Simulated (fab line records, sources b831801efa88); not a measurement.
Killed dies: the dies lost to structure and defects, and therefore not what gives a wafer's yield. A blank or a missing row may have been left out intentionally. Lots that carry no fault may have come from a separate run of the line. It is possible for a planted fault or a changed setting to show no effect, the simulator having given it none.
Which tool did it? / flow sky130 / 18 wafers from 6 lots sampled at 3 of the route's 708 steps

== WHAT THE GAUGES READ, wafer by wafer ==
SKY_SONOS_TUNNEL_OVL_MEAS_08.
lot=L660; measured=day 12 03:05; on=overlay-02; SONOS_TUNNEL_OVL (nm)=0.4 -2.0 -0.7
lot=L664; measured=day 13 07:43; on=overlay-02; SONOS_TUNNEL_OVL (nm)=-2.1 -1.7 -1.6
lot=L669; measured=day 15 07:43; on=overlay-02; SONOS_TUNNEL_OVL (nm)=2.1 1.1 1.6
lot=L677; measured=day 18 01:32; on=overlay-01; SONOS_TUNNEL_OVL (nm)=-2.7 0.3 -1.3
lot=L678; measured=day 18 11:34; on=overlay-01; SONOS_TUNNEL_OVL (nm)=0.4 -1.0 0.5
lot=L681; measured=day 18 22:59; on=overlay-01; SONOS_TUNNEL_OVL (nm)=1.6 2.5 1.2

== TOOL THAT RAN EACH LOT (tool first, then ch and the chambers of the sampled wafers, then the start) ==
lot=L660; SKY_VT_ADJUST_HVTR_STRIP_10=plasmaAsher-03 ch 0,1, day 10 04:46; SKY_VT_ADJUST_PCH_STRIP_09=plasmaAsher-03 ch 0,1, day 11 03:38
lot=L664; SKY_VT_ADJUST_HVTR_STRIP_10=plasmaAsher-02 ch 0,1, day 11 05:34; SKY_VT_ADJUST_PCH_STRIP_09=plasmaAsher-01 ch 0,1, day 12 05:02
lot=L669; SKY_VT_ADJUST_HVTR_STRIP_10=plasmaAsher-03 ch 0,1, day 13 03:08; SKY_VT_ADJUST_PCH_STRIP_09=plasmaAsher-01 ch 0,1, day 14 04:44
lot=L677; SKY_VT_ADJUST_HVTR_STRIP_10=plasmaAsher-04 ch 0,1, day 15 16:29; SKY_VT_ADJUST_PCH_STRIP_09=plasmaAsher-02 ch 0,1, day 16 19:59
lot=L678; SKY_VT_ADJUST_HVTR_STRIP_10=plasmaAsher-03 ch 0,1, day 16 01:49; SKY_VT_ADJUST_PCH_STRIP_09=plasmaAsher-03 ch 0,1, day 17 05:35
lot=L681; SKY_VT_ADJUST_HVTR_STRIP_10=plasmaAsher-04 ch 0,1, day 16 11:23; SKY_VT_ADJUST_PCH_STRIP_09=plasmaAsher-01 ch 0,1, day 17 17:10
- SKY_VT_ADJUST_HVTR_STRIP_10: strips in O2/N2.
- SKY_VT_ADJUST_PCH_STRIP_09: strips in O2/N2.

== THE ANSWER, worked out from the rows above alone ==
Rule: usual is defined by the lots themselves. The widest of any qualifying gaps counts: lots, ordered by their means at a reading, are off when they make up no more than a third of the lots, leave a main group of 4 or more, and stand apart from it by 3 or more times the standard deviation of that group's means. The tables above print the reading to a certain number of digits; a main group whose means all agree to those digits is not used. Also off: a lot with no number at a reading for which 4 or more lots have one. All remaining lots with rows at the step are treated as sound.
Across all readings shown, no lot is off: no conclusion can be drawn from this.

== WHAT WAS PUT IN BY THE SIMULATOR ==
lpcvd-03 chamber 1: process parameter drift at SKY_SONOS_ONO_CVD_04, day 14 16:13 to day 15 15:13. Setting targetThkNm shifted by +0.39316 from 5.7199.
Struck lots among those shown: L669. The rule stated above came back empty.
